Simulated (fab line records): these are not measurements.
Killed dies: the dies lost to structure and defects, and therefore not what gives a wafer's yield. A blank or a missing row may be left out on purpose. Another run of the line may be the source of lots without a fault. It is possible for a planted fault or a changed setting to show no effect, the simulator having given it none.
A lot that was struck, set against a sound lot :: flow gf180mcu :: 18 steps out of a route of 602
Sound: wafers L592.1, L592.2, L592.5. Wafers L581.1, L581.2, L581.5 were the ones struck. The cause comes at the end.
Order at every step that has rows: each side's tool, ch and its chambers, its first start. Under that, the readings that differ: sound wafers :: struck wafers :: difference of the means :: sigmas: that difference in standard deviations of wafers without a fault.
alike: words and numbers the same on both sides, and readings whose means are apart by under 2 such deviations; not compared: readings that were withheld, readings missing a value for some wafer, numbers with overlapping values and no deviation given by the record, and bounds like >300 which may hide the same value.
The two part at a step that has a row with sigmas, a row that says differs or no value, or rows on one side only. Numbers that have no deviation but don't overlap get no sigmas and don't part them. A reading missing from all wafers of one side parts the sides only when that side holds two or more wafers.

first, 3 steps without rows for these wafers: GF_V2_EXPOSE_11 (exposes mask Via2, target cd 260 nm); GF_V2_PEB_12 (peb time 90 s); GF_V2_DEVELOP_13 (develop time 60 s).
GF_V2_CD_MEAS_14 targets a cd of 260 nm.
  sound on cd sem-02, day 25 17:50; struck on cd sem-02, day 21 18:49
  alike: cd nm
GF_V2_OVL_MEAS_15:
  sound on overlay-01, day 25 17:58; struck on overlay-02, day 21 18:56
  alike: V2_OVL
GF_V2_ETCH_16: etches BARC in N2/H2.
  sound on rie diel-02 ch 2,3, day 25 18:00; struck on rie diel-01 ch 0,1, day 21 18:58
  alike: drypump motor current A, oes product au, throttle valve pct
GF_V2_ETCH_17: etches SiO2 in C4F8/O2/Ar, stops on TiN, target depth 630 nm.
  sound on rie diel-02 ch 2,3; struck on rie diel-01 ch 0,1
  alike: oes product au
GF_V2_STRIP_18: strips in O2/N2.
  sound on plasma asher-01 ch 0,1, day 25 18:08; struck on plasma asher-02 ch 0,1, day 21 19:06
  alike: drypump motor current A, heater power w, oes product au
  not compared: rf hours counter h
then, 3 steps without rows for these wafers: GF_V2_STRIP_19 (strips in post etch residue remover, time 1200 s); GF_V2_CLEAN_20 (cleans in DIW); GF_V2_SPUTTER_21 (material Ti, target thk 15 nm, time 80.02 s).
GF_V2_SPUTTER_22: material TiN, target thk 10 nm, time 40 s.
  sound on pvd sputter-03, day 25 18:43; struck on pvd sputter-01, day 21 19:44
  alike: throttle valve pct
GF_V2_CVD_23: deposits W, target thk 350 nm, time 104.94 s.
  sound on cvd w-02 ch 0,1, day 25 18:46; struck on cvd w-01 ch 0,1, day 21 19:46
reading: susceptor temp C (C)
sound: 399.81 399.98 400.45
struck: 393.56 393.04 393.53
difference: -6.70
sigmas: -28

reading: model.W_of_V2_CVD_23.thk nm (nm)
sound: 342.8 348.1 349.8
struck: 309 309.9 311.7
difference: -37
sigmas: 
  alike: heater power w
GF_V2_RS_MEAS_24: uses a four-point probe to measure.
  sound on film metro-04, day 25 18:52; struck on film metro-02, day 21 20:15
reading: V2_W_RS (ohm/sq)
sound: 0.334 0.329 0.327
struck: 0.371 0.369 0.368
difference: +0.039
sigmas: +12
  not compared: hold
GF_V2_THK_MEAS_25: measures by xrf.
  sound on film metro-04, day 25 18:59; struck on film metro-02, day 21 23:43
reading: V2_W_THK (nm)
sound: 354 362 362
struck: 319 320 322
difference: -39
sigmas: -9
  not compared: hold
GF_V2_CMP_26: polishes, stops on SiO2, t overpolish 15 s, target thk 0 nm.
  sound on cmp-02 ch 1,3, day 25 19:06; struck on cmp-02 ch 1,3, day 22 03:25
reading: hold
sound: - - -
struck: await dispo/3.7h/release await dispo/3.7h/release await dispo/3.7h/release
difference: no value on the sound wafers
sigmas: 

reading: time to endpoint s (s)
sound: 82 87 85
struck: 68 72 72
difference: -14
sigmas: -4
  alike: head pressure psi, motor current A
GF_M3_SPUTTER_00: material Ti, target thk 37.5 nm, time 150 s.
  sound on pvd sputter-01, day 25 19:21; struck on pvd sputter-02, day 22 03:43
  alike: throttle valve pct
then, 1 step without rows for these wafers: GF_PASSIVATION_PROBE_99.

## WHERE THEY PART
Earliest at GF_V2_CVD_23; latest, in this record, at GF_V2_CMP_26. Later steps at which nothing parts them and some readings are alike: GF_M3_SPUTTER_00.

WHY: what the simulator had put in
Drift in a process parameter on cvd w-01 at GF_V2_CVD_23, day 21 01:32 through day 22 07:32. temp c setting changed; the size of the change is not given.
